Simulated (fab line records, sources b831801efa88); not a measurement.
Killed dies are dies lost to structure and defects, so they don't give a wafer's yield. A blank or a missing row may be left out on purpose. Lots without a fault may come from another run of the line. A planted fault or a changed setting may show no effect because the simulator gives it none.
fab line records | flow gf180mcu
record lots=5 wafers=23
route steps=602 shown VT_IMPLANT@131 POLY_GATE@157 HV_LDD@182 NSD@241
start_h: hours from the record's first day to the start of the lot's first wafer shown | wait_h: hours since the lot's step before | " the same as in the row above | L1.1+2: a row that stands for several wafers | - no value, or no start given | * or withheld: withheld | < > ~ a bound
route shown NAME@n: a module of which the file shows steps, and the number in the route of the first | usual: mean/standard deviation of fault-free wafers | same: alike in all rows | chamber/n: place in a boat | sites: the reading at each site | _std_site: their standard deviation | _edge_site: outer sites' mean less inner sites' | radius_mm: how far each site lies from the wafer's centre | mask NAME#n: copy n | behind: the tool/chamber that last shaped the wafer | hold: why the lot was held/for how many hours/how that ended | device: the transistor (n, p or np) that didn't switch | end of line: the same wafers' tests at the end of the route | a step without rows: its recipe alone | killed: dies lost to structure and defects at the first sort, not the wafer's yield | map: a wafer's dies, x killed, . not, _ none there
set.NAME: the setting as run; set.NAME@STEP: as run at that earlier step | model.NAME: the simulator's own value behind a step, which no gauge read
lots whose settings were changed on purpose; a table a step, a row a wafer
## steps
# step GF_VT_IMPLANT_IMPLANT_41
# recipe species=As energy_kev=70 dose_cm2=1.013e+12 tilt_deg=7
# columns lot.wafer tool chamber start_h wait_h set.dose_cm2
L076.1+4+5 implanter-04 0 174.40 0.0 1.013e+12
L077.1+6 implanter-01 0 174.97 0.0 9.85e+11
L077.2+3+5 " 0 " " 1.013e+12
L081.1+2+4 implanter-01 0 201.60 0.0 1.013e+12
L081.5+6 " 0 " " 9.751e+11
L082.1+5 implanter-04 0 207.40 0.0 1.013e+12
L082.2+3+4 " 0 " " 1.056e+12
L083.1+2+3 implanter-04 0 215.82 0.0 1.013e+12
L083.4+6 " 0 " " 1.054e+12
# step GF_VT_IMPLANT_STRIP_42
# recipe chemistry=O2/N2 power_w=1400 pressure_mtorr=1500 platen_temp_c=250 o2_flow_sccm=3000 n2_flow_sccm=300 overash_fraction=0.5
# usual strip_time_to_endpoint_s=12.65/0.04
# columns lot.wafer tool chamber start_h wait_h set.spin_rpm@VT_IMPLANT_COAT_35 strip_time_to_endpoint_s
L076.1 plasma_asher-04 1 174.55 0.1 3000 12.72
L076.4 " 1 " " 3000 12.68
L076.5 " 1 " " 3000 12.69
L077.1 plasma_asher-02 1 175.12 0.1 3000 12.66
L077.2 " 0 " " 3000 12.72
L077.3 " 1 " " 3000 12.72
L077.5 " 0 " " 3000 12.72
L077.6 " 1 " " 3000 12.72
L081.1 plasma_asher-02 1 201.75 0.1 2918 12.78
L081.2 " 0 " " 3000 12.66
L081.4 " 1 " " 3000 12.64
L081.5 " 0 " " 3000 12.64
L081.6 " 1 " " 2918 12.80
L082.1 plasma_asher-02 1 207.55 0.1 3000 12.65
L082.2 " 0 " " 3220 12.22
L082.3 " 0 " " 3000 12.64
L082.4 " 1 " " 3220 12.24
L082.5 " 1 " " 3220 12.23
L083.1 plasma_asher-02 0 215.97 0.1 3000 12.64
L083.2 " 1 " " 3000 12.66
L083.3 " 0 " " 3000 12.63
L083.4 " 1 " " 3000 12.63
L083.6 " 0 " " 3000 12.64
# step GF_VT_IMPLANT_TW_MEAS_43
# usual VT_IMPLANT_4_TW=694/3.4
# columns lot.wafer tool chamber start_h wait_h set.dose_cm2@VT_IMPLANT_IMPLANT_41 VT_IMPLANT_4_TW
L076.1 film_metro-04 - 174.65 0.1 1.013e+12 694
L076.4 " - " " 1.013e+12 693
L076.5 " - " " 1.013e+12 690
L077.1 film_metro-02 - 175.22 0.1 9.85e+11 684
L077.2 " - " " 1.013e+12 693
L077.3 " - " " 1.013e+12 690
L077.5 " - " " 1.013e+12 693
L077.6 " - " " 9.85e+11 685
L081.1 film_metro-04 - 201.85 0.1 1.013e+12 691
L081.2 " - " " 1.013e+12 692
L081.4 " - " " 1.013e+12 694
L081.5 " - " " 9.751e+11 686
L081.6 " - " " 9.751e+11 683
L082.1 film_metro-03 - 207.65 0.1 1.013e+12 699
L082.2 " - " " 1.056e+12 708
L082.3 " - " " 1.056e+12 707
L082.4 " - " " 1.056e+12 707
L082.5 " - " " 1.013e+12 697
L083.1 film_metro-03 - 216.07 0.1 1.013e+12 698
L083.2 " - " " 1.013e+12 695
L083.3 " - " " 1.013e+12 695
L083.4 " - " " 1.054e+12 706
L083.6 " - " " 1.054e+12 702
# step GF_POLY_GATE_CVD_00
# recipe material=poly-Si target_thk_nm=200 temp_c=620 time_s=1200 pressure_mtorr=200
# columns lot.wafer tool chamber start_h wait_h set.time_s model.poly-Si_of_POLY_GATE_CVD_00.thk_nm
L076.1 lpcvd-02 0 195.62 0.0 1200 198.9
L076.4 " 0 " " 1200 198.6
L076.5 " 0 " " 1200 199.5
L077.1 - - - 0.0 1350 223.7
L077.2 " - " " 1350 223.6
L077.3 " - " " 1350 224.9
L077.5 " - " " 1350 223.9
L077.6 " - " " 1350 224.6
L081.1 - - - 0.0 1105 179.5
L081.2 " - " " 1105 180.8
L081.4 " - " " 1105 179.9
L081.5 " - " " 1105 178.6
L081.6 " - " " 1105 180.6
L082.1 - - - 0.5 1200 199.4
L082.2 " - " " 1200 200.7
L082.3 " - " " 1200 201.2
L082.4 " - " " 1200 199.8
L082.5 " - " " 1200 201.8
L083.1 - - - 0.0 1089 178.7
L083.2 " - " " 1089 178.9
L083.3 " - " " 1089 177.4
L083.4 " - " " 1089 178.5
L083.6 " - " " 1089 177.2
# step GF_POLY_GATE_THK_MEAS_01
# recipe reads=poly-Si_of_POLY_GATE_CVD_00
# usual POLY_GATE_CVD_00_THK=199.1/1.9
# columns lot.wafer tool chamber start_h wait_h set.time_s@POLY_GATE_CVD_00 POLY_GATE_CVD_00_THK[nm]
L076.1 film_metro-02 - 196.95 0.0 1200 199.0
L076.4 " - " " 1200 198.5
L076.5 " - " " 1200 199.4
L077.1 film_metro-01 - - - 1350 223.5
L077.2 " - " " 1350 223.8
L077.3 " - " " 1350 224.9
L077.5 " - " " 1350 223.9
L077.6 " - " " 1350 224.7
L081.1 film_metro-02 - - - 1105 179.4
L081.2 " - " " 1105 180.6
L081.4 " - " " 1105 180.0
L081.5 " - " " 1105 178.5
L081.6 " - " " 1105 180.5
L082.1 film_metro-03 - - - 1200 199.4
L082.2 " - " " 1200 200.8
L082.3 " - " " 1200 201.2
L082.4 " - " " 1200 199.7
L082.5 " - " " 1200 201.8
L083.1 film_metro-03 - - - 1089 178.6
L083.2 " - " " 1089 179.0
L083.3 " - " " 1089 177.4
L083.4 " - " " 1089 178.5
L083.6 " - " " 1089 177.1
# step GF_HV_LDD_DEVELOP_06
# recipe develop_time_s=60 dev_temp_c=23
# columns lot.wafer tool chamber start_h wait_h set.develop_time_s
L076.1+4+5 litho_track-01 0 234.09 0.1 60
L077.1+2+6 litho_track-03 0 235.29 0.1 60
L077.3+5 " 0 " " 68.54
L081.1+2+6 litho_track-01 0 264.63 0.1 56.55
L081.4+5 " 0 " " 60
L082.1+2+3+4+5 litho_track-04 0 270.76 0.1 60
L083.1+3 litho_track-01 0 278.98 0.1 60
L083.2+4+6 " 0 " " 55.76
# step GF_HV_LDD_CD_MEAS_07
# recipe target_cd_nm=400
# usual cd_nm=399.3/2.6
# columns lot.wafer tool chamber start_h wait_h set.develop_time_s@HV_LDD_DEVELOP_06 cd_nm
L076.1 cd_sem-02 - 234.24 0.1 60 399.5
L076.4 " - " " 60 397.6
L076.5 " - " " 60 397.4
L077.1 cd_sem-02 - 235.44 0.1 60 400.3
L077.2 " - " " 60 398.5
L077.3 " - " " 68.54 411.5
L077.5 " - " " 68.54 413.0
L077.6 " - " " 60 398.7
L081.1 cd_sem-02 - 264.78 0.1 56.55 394.1
L081.2 " - " " 56.55 391.4
L081.4 " - " " 60 394.7
L081.5 " - " " 60 396.3
L081.6 " - " " 56.55 390.7
L082.1 cd_sem-01 - 270.91 0.1 60 400.0
L082.2 " - " " 60 401.0
L082.3 " - " " 60 400.5
L082.4 " - " " 60 399.5
L082.5 " - " " 60 400.6
L083.1 cd_sem-02 - 279.18 0.2 60 397.3
L083.2 " - " " 55.76 391.5
L083.3 " - " " 60 400.7
L083.4 " - " " 55.76 392.5
L083.6 " - " " 55.76 391.5
# step GF_HV_LDD_COAT_14
# recipe resist=NOVOLAK spin_rpm=3000 resist_thk_nm=1000
# columns lot.wafer tool chamber start_h wait_h set.resist_thk_nm model.NOVOLAK_of_HV_LDD_COAT_14.thk_nm
L076.1+5 litho_track-04 0 243.91 0.1 1000 1004
L076.4 " 0 " " 1000 1002
L077.1 litho_track-01 0 244.98 0.1 1000 1003
L077.2 " 0 " " 950.9 953.7
L077.3 " 0 " " 1000 1002
L077.5 " 0 " " 1000 1006
L077.6 " 0 " " 950.9 955.5
L081.1 litho_track-01 0 274.18 0.1 1000 994.8
L081.2 " 0 " " 1000 994.9
L081.4 " 0 " " 1000 996.4
L081.5 " 0 " " 1041 1035
L081.6 " 0 " " 1041 1037
L082.1 litho_track-01 0 280.03 0.1 1000 997.5
L082.2 " 0 " " 1000 999.4
L082.3 " 0 " " 1000 995.3
L082.4 " 0 " " 1000 994.7
L082.5 " 0 " " 1000 997.6
L083.1+6 litho_track-04 0 289.06 0.1 1000 1003
L083.2+3+4 " 0 " " 1000 1004
# step GF_HV_LDD_IMPLANT_21
# recipe species=BF2 energy_kev=25 dose_cm2=5e+13 tilt_deg=7
# columns lot.wafer tool chamber start_h wait_h set.tilt_deg
L076.1+4+5 implanter-04 0 253.44 0.0 7
L077.1+2+3+5+6 implanter-02 0 254.69 0.0 7
L081.1+4+5 implanter-01 0 284.99 0.0 5.758
L081.2+6 " 0 " " 7
L082.1+2+4 implanter-04 0 290.54 0.0 5.863
L082.3+5 " 0 " " 7
L083.1+2+3+4+6 implanter-02 0 299.14 0.0 7
# step GF_HV_LDD_STRIP_22
# recipe chemistry=O2/N2 power_w=1400 pressure_mtorr=1500 platen_temp_c=250 o2_flow_sccm=3000 n2_flow_sccm=300 overash_fraction=0.5
# usual strip_time_to_endpoint_s=12.63/0.043
# columns lot.wafer tool chamber start_h wait_h set.resist_thk_nm@HV_LDD_COAT_14 strip_time_to_endpoint_s
L076.1 plasma_asher-02 0 253.59 0.1 1000 12.67
L076.4 " 0 " " 1000 12.65
L076.5 " 0 " " 1000 12.68
L077.1 plasma_asher-01 0 254.84 0.1 1000 12.68
L077.2 " 1 " " 950.9 12.09
L077.3 " 0 " " 1000 12.65
L077.5 " 0 " " 1000 12.72
L077.6 " 1 " " 950.9 12.11
L081.1 plasma_asher-03 0 285.14 0.1 1000 12.56
L081.2 " 1 " " 1000 12.57
L081.4 " 0 " " 1000 12.58
L081.5 " 1 " " 1041 12.96
L081.6 " 0 " " 1041 13.01
L082.1 plasma_asher-02 0 290.69 0.1 1000 12.59
L082.2 " 1 " " 1000 12.62
L082.3 " 0 " " 1000 12.59
L082.4 " 1 " " 1000 12.55
L082.5 " 1 " " 1000 12.60
L083.1 plasma_asher-02 0 299.29 0.1 1000 12.67
L083.2 " 1 " " 1000 12.67
L083.3 " 0 " " 1000 12.68
L083.4 " 1 " " 1000 12.67
L083.6 " 0 " " 1000 12.66
# step GF_HV_LDD_COAT_41
# recipe resist=NOVOLAK spin_rpm=3000 resist_thk_nm=1000
# columns lot.wafer tool chamber start_h wait_h set.spin_rpm model.NOVOLAK_of_HV_LDD_COAT_41.thk_nm
L076.1 litho_track-03 0 283.18 0.1 3000 1004
L076.4 " 0 " " 3000 998.8
L076.5 " 0 " " 3000 1002
L077.1 litho_track-01 0 285.13 0.1 2827 1029
L077.2 " 0 " " 2827 1028
L077.3 " 0 " " 3000 996.8
L077.5 " 0 " " 3000 997.7
L077.6 " 0 " " 3000 997.8
L081.1 litho_track-03 0 315.23 0.1 3000 998.5
L081.2+4 " 0 " " 2883 1017
L081.5 " 0 " " 2883 1018
L081.6 " 0 " " 3000 996.9
L082.1 litho_track-03 0 321.73 0.1 2864 1023
L082.2 " 0 " " 3000 997.3
L082.3 " 0 " " 3000 999
L082.4+5 " 0 " " 2864 1021
L083.1+2 litho_track-04 0 330.56 0.1 2909 1019
L083.3 " 0 " " 3000 1003
L083.4 " 0 " " 3000 1000
L083.6 " 0 " " 2909 1013
# step GF_HV_LDD_IMPLANT_48
# recipe species=B energy_kev=25 dose_cm2=3e+13 tilt_deg=7
# columns lot.wafer tool chamber start_h wait_h set.energy_kev model.implant.rp_nm model.implant.drp_nm
L076.1+4+5 implanter-04 0 293.54 0.0 25 81.5 35.62
L077.1+6 implanter-01 0 295.39 0.0 26.14 82.99 37.52
L077.2+3+5 " 0 " " 25 79.42 35.62
L081.1+2+4+5+6 implanter-01 0 326.57 0.0 25 80.2 35.62
L082.1+3 implanter-04 0 332.54 0.0 25 81.27 35.62
L082.2+4+5 " 0 " " 25.8 83.84 36.96
L083.1+2+3 implanter-04 0 341.09 0.0 25.79 86.33 36.94
L083.4+6 " 0 " " 25 83.72 35.62
# step GF_HV_LDD_STRIP_49
# recipe chemistry=O2/N2 power_w=1400 pressure_mtorr=1500 platen_temp_c=250 o2_flow_sccm=3000 n2_flow_sccm=300 overash_fraction=0.5
# usual strip_time_to_endpoint_s=12.63/0.045
# columns lot.wafer tool chamber start_h wait_h set.spin_rpm@HV_LDD_COAT_41 strip_time_to_endpoint_s
L076.1 plasma_asher-02 1 293.69 0.1 3000 12.67
L076.4 " 0 " " 3000 12.61
L076.5 " 0 " " 3000 12.64
L077.1 plasma_asher-02 1 295.54 0.1 2827 12.89
L077.2 " 0 " " 2827 12.88
L077.3 " 1 " " 3000 12.58
L077.5 " 0 " " 3000 12.59
L077.6 " 1 " " 3000 12.60
L081.1 plasma_asher-03 1 326.72 0.1 3000 12.60
L081.2 " 0 " " 2883 12.84
L081.4 " 1 " " 2883 12.82
L081.5 " 1 " " 2883 12.77
L081.6 " 0 " " 3000 12.58
L082.1 plasma_asher-03 0 332.69 0.1 2864 12.81
L082.2 " 1 " " 3000 12.59
L082.3 " 0 " " 3000 12.61
L082.4 " 1 " " 2864 12.80
L082.5 " 0 " " 2864 12.81
L083.1 plasma_asher-02 1 341.24 0.1 2909 12.78
L083.2 " 0 " " 2909 12.78
L083.3 " 0 " " 3000 12.68
L083.4 " 1 " " 3000 12.63
L083.6 " 0 " " 2909 12.81
# step GF_NSD_DEVELOP_06
# recipe develop_time_s=60 dev_temp_c=23
# columns lot.wafer tool chamber start_h wait_h set.dev_temp_c
L076.1+4+5 litho_track-04 0 317.16 0.1 23
L077.1+2+5 litho_track-04 0 320.41 0.1 25.04
L077.3+6 " 0 " " 23
L081.1+5+6 litho_track-04 0 351.31 0.1 23
L081.2+4 " 0 " " 20.85
L082.1+2+3+4+5 litho_track-02 0 358.71 0.1 23
L083.1+3 litho_track-02 0 365.31 0.1 23
L083.2+4+6 " 0 " " 24.82
# step GF_NSD_CD_MEAS_07
# recipe target_cd_nm=400
# usual cd_nm=398.4/2.3
# columns lot.wafer tool chamber start_h wait_h set.dev_temp_c@NSD_DEVELOP_06 cd_nm
L076.1 cd_sem-02 - 317.31 0.1 23 396.9
L076.4 " - " " 23 395.0
L076.5 " - " " 23 394.7
L077.1 cd_sem-02 - 320.56 0.1 25.04 389.9
L077.2 " - " " 25.04 389.9
L077.3 " - " " 23 398.1
L077.5 " - " " 25.04 389.7
L077.6 " - " " 23 397.4
L081.1 cd_sem-01 - 351.46 0.1 23 394.4
L081.2 " - " " 20.85 402.7
L081.4 " - " " 20.85 406.5
L081.5 " - " " 23 396.6
L081.6 " - " " 23 396.7
L082.1 cd_sem-02 - 358.87 0.1 23 400.4
L082.2 " - " " 23 400.0
L082.3 " - " " 23 401.9
L082.4 " - " " 23 401.3
L082.5 " - " " 23 401.1
L083.1 cd_sem-02 - 365.46 0.1 23 394.7
L083.2 " - " " 24.82 388.9
L083.3 " - " " 23 394.2
L083.4 " - " " 24.82 388.7
L083.6 " - " " 24.82 389.7
# step GF_NSD_IMPLANT_09
# recipe species=As energy_kev=60 dose_cm2=4e+15 tilt_deg=7
# columns lot.wafer tool chamber start_h wait_h set.energy_kev model.implant.rp_nm model.implant.drp_nm
L076.1+4+5 implanter-02 0 317.47 0.0 60 37.33 16.15
L077.1+3 implanter-02 0 320.72 0.0 56.83 35.05 15.5
L077.2+5+6 " 0 " " 60 36.66 16.15
L081.1+4+5 implanter-03 0 351.62 0.0 60 37.1 16.15
L081.2+6 " 0 " " 57.12 35.62 15.56
L082.1+3+4 implanter-01 0 359.03 0.0 55.66 34.72 15.25
L082.2+5 " 0 " " 60 36.94 16.15
L083.1+2+3+4+6 implanter-03 0 365.62 0.0 60 36.09 16.15
# step GF_NSD_IMPLANT_10
# recipe species=P energy_kev=40 dose_cm2=5e+14 tilt_deg=7
# step GF_NSD_STRIP_11
# recipe chemistry=O2/N2 power_w=1400 pressure_mtorr=1500 platen_temp_c=250 o2_flow_sccm=3000 n2_flow_sccm=300 overash_fraction=0.5
# usual strip_time_to_endpoint_s=22.97/0.034
# columns lot.wafer tool chamber start_h wait_h set.energy_kev@NSD_IMPLANT_09 strip_time_to_endpoint_s
L076.1 plasma_asher-04 1 317.77 0.1 60 22.97
L076.4 " 1 " " 60 22.96
L076.5 " 0 " " 60 23.02
L077.1 plasma_asher-02 1 321.02 0.1 56.83 22.49
L077.2 " 0 " " 60 22.94
L077.3 " 0 " " 56.83 22.55
L077.5 " 0 " " 60 22.94
L077.6 " 1 " " 60 22.97
L081.1 plasma_asher-04 0 351.92 0.1 60 23.03
L081.2 " 1 " " 57.12 22.65
L081.4 " 0 " " 60 22.99
L081.5 " 0 " " 60 23.00
L081.6 " 1 " " 57.12 22.64
L082.1 plasma_asher-04 0 359.33 0.1 55.66 22.41
L082.2 " 1 " " 60 22.99
L082.3 " 0 " " 55.66 22.42
L082.4 " 1 " " 55.66 22.42
L082.5 " 0 " " 60 23.00
L083.1 plasma_asher-01 0 365.92 0.1 60 22.96
L083.2 " 1 " " 60 22.96
L083.3 " 0 " " 60 22.97
L083.4 " 1 " " 60 22.99
L083.6 " 0 " " 60 23.01
# step GF_NSD_TW_MEAS_12
# usual NSD_TW=4244/14
# columns lot.wafer tool chamber start_h wait_h set.energy_kev@NSD_IMPLANT_09 NSD_TW
L076.1 film_metro-02 - 317.87 0.1 60 4244
L076.4 " - " " 60 4244
L076.5 " - " " 60 4258
L077.1 film_metro-02 - 321.12 0.1 56.83 4172
L077.2 " - " " 60 4234
L077.3 " - " " 56.83 4200
L077.5 " - " " 60 4231
L077.6 " - " " 60 4239
L081.1 film_metro-03 - 352.02 0.1 60 4245
L081.2 " - " " 57.12 4219
L081.4 " - " " 60 4249
L081.5 " - " " 60 4254
L081.6 " - " " 57.12 4197
L082.1 film_metro-02 - 359.43 0.1 55.66 4184
L082.2 " - " " 60 4233
L082.3 " - " " 55.66 4165
L082.4 " - " " 55.66 4169
L082.5 " - " " 60 4229
L083.1 film_metro-03 - 366.02 0.1 60 4271
L083.2 " - " " 60 4257
L083.3 " - " " 60 4268
L083.4 " - " " 60 4246
L083.6 " - " " 60 4272
## key
split step=GF_VT_IMPLANT_IMPLANT_41 setting=dose_cm2 stated=1.013e+12 by=wafer
response step=GF_VT_IMPLANT_TW_MEAS_43 reading=VT_IMPLANT_4_TW change=+2.23 per=1% r=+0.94
split step=GF_POLY_GATE_CVD_00 setting=time_s stated=1200 by=lot
response step=GF_POLY_GATE_CVD_00 reading=model.poly-Si_of_POLY_GATE_CVD_00.thk_nm change=+2.15 per=1% r=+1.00
response step=GF_POLY_GATE_THK_MEAS_01 reading=POLY_GATE_CVD_00_THK change=+2.15 per=1% r=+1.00
split step=GF_HV_LDD_DEVELOP_06 setting=develop_time_s stated=60 by=wafer
response step=GF_HV_LDD_CD_MEAS_07 reading=cd_nm change=+0.898 per=1% r=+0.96
split step=GF_HV_LDD_COAT_14 setting=resist_thk_nm stated=1000 by=wafer
response step=GF_HV_LDD_COAT_14 reading=model.NOVOLAK_of_HV_LDD_COAT_14.thk_nm change=+9.99 per=1% r=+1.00
response step=GF_HV_LDD_STRIP_22 reading=strip_time_to_endpoint_s change=* per=1% r=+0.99
split step=GF_HV_LDD_IMPLANT_21 setting=tilt_deg stated=7 by=wafer
response none clear
split step=GF_HV_LDD_COAT_41 setting=spin_rpm stated=3000 by=wafer
response step=GF_HV_LDD_COAT_41 reading=model.NOVOLAK_of_HV_LDD_COAT_41.thk_nm change=-5.2 per=1% r=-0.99
response step=GF_HV_LDD_STRIP_49 reading=strip_time_to_endpoint_s change=* per=1% r=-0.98
split step=GF_HV_LDD_IMPLANT_48 setting=energy_kev stated=25 by=wafer
response step=GF_HV_LDD_IMPLANT_48 reading=model.implant.rp_nm change=+0.797 per=1% r=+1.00
response step=GF_HV_LDD_IMPLANT_48 reading=model.implant.drp_nm change=+0.416 per=1% r=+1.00
split step=GF_NSD_DEVELOP_06 setting=dev_temp_c stated=23 by=wafer
response step=GF_NSD_CD_MEAS_07 reading=cd_nm change=-0.847 per=1% r=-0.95
split step=GF_NSD_IMPLANT_09 setting=energy_kev stated=60 by=wafer
response step=GF_NSD_IMPLANT_09 reading=model.implant.rp_nm change=+0.307 per=1% r=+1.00
response step=GF_NSD_IMPLANT_09 reading=model.implant.drp_nm change=+0.124 per=1% r=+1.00
response step=GF_NSD_STRIP_11 reading=strip_time_to_endpoint_s change=* per=1% r=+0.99
response step=GF_NSD_TW_MEAS_12 reading=NSD_TW change=+8.51 per=1% r=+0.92
split outside_this_file step=GF_VT_IMPLANT_COAT_35 setting=spin_rpm
# split outside_this_file: this setting was split too, and the file shows its column; the key of that split is in another file
